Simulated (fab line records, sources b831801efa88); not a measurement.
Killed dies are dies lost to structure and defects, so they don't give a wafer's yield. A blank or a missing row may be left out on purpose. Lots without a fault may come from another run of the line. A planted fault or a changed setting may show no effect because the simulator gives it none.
Problem report in the 8D (eight disciplines) form, filled by code | flow sky130 | the parts of the form that need people (team, actions taken, sign-off) are left out

1. THE PROBLEM
strip_time_to_endpoint_s at SKY_LDD_HVN_STRIP_09 reads a mean of 2.522 s on 6 wafers of 2 lots; wafers without a fault read 4.137 s with a standard deviation of 0.016. That is -99 or more standard deviations from the usual mean.
The step: strips in O2/N2.
First seen on wafer L774.2, day 26 00:36, on plasma_asher-01. The record holds 33 wafers of 11 lots with a number at this step. Rule for "out", or "out of limits": more than 4 standard deviations from the usual mean. The other wafers with a number count as sound.

2. WHAT IT IS AND WHAT IT IS NOT
question                    | is                                       | is not
which readings at this step | strip_time_to_endpoint_s, oes_product_au | drypump_motor_current_A
which lots                  | L774, L775                               | L762, L764, L765, L766, L776, L777, L779, L780, L781
which wafers of those lots  | all that have a number                   | -
read on which tools         | plasma_asher-01, plasma_asher-04         | plasma_asher-02
when                        | from day 26 00:36                        | up to then (12 sound wafers); but 15 sound wafers of L776, L777, L779, L780, L781 came after

3. SUSPECTS, AND WHAT RULES EACH OUT
Counting: a tool at a process step up to the reading stays a suspect if it ran every lot that is out and no sound lot after the first of them.
- litho_track-04 at SKY_LDD_HVN_COAT_02 (resist thk 300 nm): kept. It ran every lot that is out, first L774 (day 25 09:20), and no sound lot after that.
Left after counting: litho_track-04 at SKY_LDD_HVN_COAT_02.

4. THE CAUSE (what the simulator had put in)
Process parameter drift: litho_track-04, from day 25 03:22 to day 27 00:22, at SKY_LDD_HVN_COAT_02. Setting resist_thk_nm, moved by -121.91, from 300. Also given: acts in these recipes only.
Counting left only this tool.

5. THE CHAIN OF EFFECTS, in route order
Each row: a reading whose mean over the struck wafers that have a number lies more than 3 standard deviations from the usual. Only readings for which the record gives a usual standard deviation are gone through. hours: the time from each lot's start at the first step in this table that gives one to its start at this step, as a median over the lots. sigmas: the change in usual standard deviations.
hours | step                 | reading                  | usual      | on struck wafers | change | sigmas
0     | SKY_LDD_HVN_STRIP_09 | oes_product_au           | 0.408 a.u. | 0.342            | -0.066 | -13
0     | SKY_LDD_HVN_STRIP_09 | strip_time_to_endpoint_s | 4.137 s    | 2.522            | -1.615 | -99 or more
The process steps in it:
- SKY_LDD_HVN_STRIP_09: strips in O2/N2.

6. WHAT WOULD HAVE CAUGHT IT SOONER
In this record the first reading out of limits was taken at day 26 00:36, 21 hours after the fault began at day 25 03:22.
All the lots that are out (2) had begun SKY_LDD_HVN_COAT_02 on litho_track-04 by day 26 00:36. A hold on the tool at that time would have spared none of them.
